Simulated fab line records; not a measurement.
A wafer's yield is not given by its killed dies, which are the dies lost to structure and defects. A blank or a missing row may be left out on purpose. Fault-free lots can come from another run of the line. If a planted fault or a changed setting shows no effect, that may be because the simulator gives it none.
Which tool was responsible? / flow gf180mcu / 12 lots with 36 wafers sampled at 3 steps, on a route of 602 steps

== WHAT THE GAUGES SHOWED, per wafer ==
GF_POLY_GATE_THK_MEAS_17. Usual: POLY_GATE_OXIDATION_THK gives 3.97 nm (standard deviation 0.096).
lot=L414; measured=day 9 10:46; on=filmMetro-02; POLY_GATE_OXIDATION_THK (nm)=4.00 4.07 4.05; flag=
lot=L415; measured=day 9 13:53; on=filmMetro-02; POLY_GATE_OXIDATION_THK (nm)=4.02 4.06 4.05; flag=
lot=L417; measured=day 9 23:55; on=filmMetro-01; POLY_GATE_OXIDATION_THK (nm)=3.88 3.88 3.92; flag=
lot=L419; measured=day 10 15:28; on=filmMetro-03; POLY_GATE_OXIDATION_THK (nm)=4.01 3.94 4.03; flag=
lot=L420; measured=day 11 05:46; on=filmMetro-02; POLY_GATE_OXIDATION_THK (nm)=4.10 4.02 4.06; flag=
lot=L421; measured=day 11 14:32; on=filmMetro-03; POLY_GATE_OXIDATION_THK (nm)=4.05 4.06 4.12; flag=
lot=L423; measured=day 12 01:46; on=filmMetro-01; POLY_GATE_OXIDATION_THK (nm)=4.01 3.92 3.92; flag=
lot=L426; measured=day 12 23:32; on=filmMetro-02; POLY_GATE_OXIDATION_THK (nm)=4.17 4.12 4.21; flag=
lot=L429; measured=day 14 03:46; on=filmMetro-02; POLY_GATE_OXIDATION_THK (nm)=4.00 3.98 3.99; flag=
lot=L431; measured=day 14 12:19; on=filmMetro-02; POLY_GATE_OXIDATION_THK (nm)=3.99 4.07 4.07; flag=
lot=L434; measured=day 15 03:08; on=filmMetro-03; POLY_GATE_OXIDATION_THK (nm)=3.93 3.85 3.98; flag=
lot=L437; measured=day 16 01:38; on=filmMetro-02; POLY_GATE_OXIDATION_THK (nm)=4.06 4.03 4.14; flag=

GF_HV_LDD_CD_MEAS_31: target cd 400 nm. Usual: cdNm 400.4 nm, standard deviation 2.
lot=L414; measured=day 11 19:10; on=cdSem-02; cdNm (nm)=402.7 405.0 404.1; flag=
lot=L415; measured=day 11 20:54; on=cdSem-02; cdNm (nm)=401.7 402.8 403.9; flag=
lot=L417; measured=day 12 08:17; on=cdSem-01; cdNm (nm)=398.5 398.8 396.2; flag=
lot=L419; measured=day 13 00:53; on=cdSem-01; cdNm (nm)=402.3 398.1 401.3; flag=
lot=L420; measured=day 13 16:50; on=cdSem-02; cdNm (nm)=397.8 402.8 402.0; flag=
lot=L421; measured=day 14 02:52; on=cdSem-02; cdNm (nm)=402.2 400.1 401.4; flag=
lot=L423; measured=day 14 14:19; on=cdSem-02; cdNm (nm)=401.5 401.6 401.5; flag=
lot=L426; measured=day 15 12:25; on=cdSem-01; cdNm (nm)=338.9 337.4 337.9; flag=OFF
lot=L429; measured=day 16 20:50; on=cdSem-01; cdNm (nm)=336.8 337.6 336.1; flag=OFF
lot=L431; measured=day 17 07:59; on=cdSem-01; cdNm (nm)=402.7 401.2 402.5; flag=
lot=L434; measured=day 17 23:09; on=cdSem-01; cdNm (nm)=400.7 401.5 398.8; flag=
lot=L437; measured=day 18 23:20; on=cdSem-02; cdNm (nm)=398.0 399.2 400.3; flag=

== TOOL THAT RAN EACH LOT (tool first, then ch and the chambers of the sampled wafers, then the start) ==
lot=L414; GF_HV_LDD_EXPOSE_28=ilineStepper-01 ch 0, day 11 09:40
lot=L415; GF_HV_LDD_EXPOSE_28=ilineStepper-02 ch 0, day 11 11:35
lot=L417; GF_HV_LDD_EXPOSE_28=ilineStepper-02 ch 0, day 11 22:50
lot=L419; GF_HV_LDD_EXPOSE_28=ilineStepper-01 ch 0, day 12 16:10
lot=L420; GF_HV_LDD_EXPOSE_28=ilineStepper-02 ch 0, day 13 07:03
lot=L421; GF_HV_LDD_EXPOSE_28=ilineStepper-01 ch 0, day 13 16:37
lot=L423; GF_HV_LDD_EXPOSE_28=ilineStepper-02 ch 0, day 14 04:10
lot=L426; GF_HV_LDD_EXPOSE_28=ilineStepper-02 ch 0, day 15 02:50
lot=L429; GF_HV_LDD_EXPOSE_28=ilineStepper-02 ch 0, day 16 09:34
lot=L431; GF_HV_LDD_EXPOSE_28=ilineStepper-01 ch 0, day 16 21:10
lot=L434; GF_HV_LDD_EXPOSE_28=ilineStepper-01 ch 0, day 17 11:55
lot=L437; GF_HV_LDD_EXPOSE_28=ilineStepper-01 ch 0, day 18 11:35
- GF_HV_LDD_EXPOSE_28: exposes mask Nplus HV AREA, target cd 400 nm.

== WHAT THE TOOLS THEMSELVES READ (means of the sampled wafers that have a number; where no wafer has one, the mark that the record gives instead) ==
GF_HV_LDD_EXPOSE_28. Usual: exposureDoseMJCm2 140.02, standard deviation 0.13.
lot=L414 tool=ilineStepper-01 exposureDoseMJCm2=140.04 flag=
lot=L415 tool=ilineStepper-02 exposureDoseMJCm2=140.00 flag=
lot=L417 tool=ilineStepper-02 exposureDoseMJCm2=140.28 flag=
lot=L419 tool=ilineStepper-01 exposureDoseMJCm2=139.95 flag=
lot=L420 tool=ilineStepper-02 exposureDoseMJCm2=140.00 flag=
lot=L421 tool=ilineStepper-01 exposureDoseMJCm2=139.95 flag=
lot=L423 tool=ilineStepper-02 exposureDoseMJCm2=140.02 flag=
lot=L426 tool=ilineStepper-02 exposureDoseMJCm2=112.23 flag=OFF
lot=L429 tool=ilineStepper-02 exposureDoseMJCm2=112.07 flag=OFF
lot=L431 tool=ilineStepper-01 exposureDoseMJCm2=140.13 flag=
lot=L434 tool=ilineStepper-01 exposureDoseMJCm2=139.91 flag=
lot=L437 tool=ilineStepper-01 exposureDoseMJCm2=139.81 flag=

== THE ANSWER, worked out from the rows above alone ==
Rule: lot off if the mean of its wafers having a number is beyond 3 standard deviations from the usual mean. A lot without any number at a reading at which 4 lots or more have one is off too. Where the step has rows for the other lots, those lots are counted as sound. After the gauges, taken in route order, come the tools' own readings; for these a lot's mean is taken, as printed above. At the first step where some lot is off, the reading lying furthest off is the one used; lots without a number count as furthest.
Off: L426, L429 (GF_HV_LDD_CD_MEAS_31, cdNm).
A tool fits if, at a process step before that reading, it ran every lot that is off, and no sound lot after the first of them. Not tried: the gauges at GF_HV_LDD_CD_MEAS_31; whatever is off there is also off at GF_HV_LDD_EXPOSE_28, on other tools, and gauge error can't account for it. One fits: ilineStepper-02 at GF_HV_LDD_EXPOSE_28. Its last sound lot is L423 (day 14 04:10), its first lot that is off L426 (day 15 02:50): a fault that began between those two fits.
On the lots that are off, the tool's own readings at GF_HV_LDD_EXPOSE_28 differ by more than 5 times the standard deviation of the sound lots' means, which bears it out; exposureDoseMJCm2 reads 112.15 there versus 140.01 on the sound lots.

== WHAT WAS PUT IN BY THE SIMULATOR ==
Process parameter drift: ilineStepper-02, from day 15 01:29 on, at GF_HV_LDD_EXPOSE_28. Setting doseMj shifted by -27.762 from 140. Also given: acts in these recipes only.
Lots struck among those shown: L426, L429. Same finding as the rule above.
